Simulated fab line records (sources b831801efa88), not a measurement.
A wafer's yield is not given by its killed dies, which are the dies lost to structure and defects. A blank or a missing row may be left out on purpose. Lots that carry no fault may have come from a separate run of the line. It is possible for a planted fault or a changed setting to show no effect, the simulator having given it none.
The tool behind it: which one? ; flow gf180mcu ; 12 lots, 36 wafers sampled, at 3 steps of a route of 602

## WHAT THE GAUGES SHOWED, per wafer
GF_V4_RS_MEAS_24: measurement is done with a four-point probe.
lot;measured;on;V4_W_RS (ohm/sq)
L075;day 24 13:05;filmMetro-01;0.325 0.321 0.327
L077;day 25 14:08;filmMetro-04;0.327 0.321 0.329
L079;day 25 21:31;filmMetro-04;0.326 0.322 0.335
L081;day 26 14:02;filmMetro-02;0.332 0.322 0.334
L083;day 27 04:33;filmMetro-02;0.322 0.335 0.323
L085;day 27 23:35;filmMetro-01;0.325 0.321 0.324
L087;day 28 20:59;filmMetro-04;0.329 0.327 0.329
L089;day 29 07:58;filmMetro-04;0.333 0.325 0.331
L091;day 29 19:12;filmMetro-01;0.324 0.327 0.319
L093;day 30 13:43;filmMetro-04;0.328 0.328 0.329
L095;day 30 19:27;filmMetro-01;0.325 0.331 0.329
L097;day 31 14:22;filmMetro-02;0.330 0.328 0.328

## WHAT TOOL EACH LOT RAN ON (gives the tool, then ch and the chambers of the sampled wafers, and finally the start)
lot;GF_V4_ETCH_17;GF_V4_STRIP_18
L075;rieDiel-02 ch 2,3, day 24 12:19 or earlier;plasmaAsher-03 ch 0,1, day 24 12:19
L077;rieDiel-02 ch 0,1,3, day 25 13:24 or earlier;plasmaAsher-02 ch 0,1, day 25 13:24
L079;rieDiel-01 ch 0,2,3, day 25 20:43 or earlier;plasmaAsher-03 ch 0,1, day 25 20:43
L081;rieDiel-04 ch 0,1,2, day 26 13:16 or earlier;plasmaAsher-03 ch 0,1, day 26 13:16
L083;rieDiel-02 ch 1,3, day 27 03:48 or earlier;plasmaAsher-01 ch 0,1, day 27 03:48
L085;rieDiel-04 ch 0,1,3, day 27 22:51 or earlier;plasmaAsher-02 ch 0,1, day 27 22:51
L087;rieDiel-02 ch 0,2, day 28 20:13 or earlier;plasmaAsher-01 ch 0,1, day 28 20:13
L089;rieDiel-02 ch 0,1,2, day 29 06:49 or earlier;plasmaAsher-01 ch 0,1, day 29 06:49
L091;rieDiel-01 ch 0,2,3, day 29 18:23 or earlier;plasmaAsher-01 ch 0,1, day 29 18:23
L093;rieDiel-04 ch 0,2,3, day 30 12:57 or earlier;plasmaAsher-01 ch 0,1, day 30 12:57
L095;rieDiel-02 ch 0,1,3, day 30 18:40 or earlier;plasmaAsher-03 ch 0,1, day 30 18:40
L097;rieDiel-04 ch 0,1,3, day 31 13:37 or earlier;plasmaAsher-01 ch 0,1, day 31 13:37
- GF_V4_ETCH_17: etches SiO2 in C4F8/O2/Ar, stops on TiN, target depth 630 nm.
- GF_V4_STRIP_18: strips in O2/N2.

## THE ANSWER, worked out from the rows above alone
Rule: what is usual is taken from the lots themselves. The widest of any qualifying gaps counts: lots, ordered by their means at a reading, are off when they make up no more than a third of the lots, leave a main group of 4 or more, and stand apart from it by 3 or more times the standard deviation of that group's means. If all means in a main group match to the digits the tables above print for the reading, that group is not used. Also off: a lot with no number at a reading for which 4 or more lots have one. All remaining lots with rows at the step are treated as sound.
No lot is off on any of the readings shown, so nothing can be concluded from this.

## WHAT WAS PUT IN BY THE SIMULATOR
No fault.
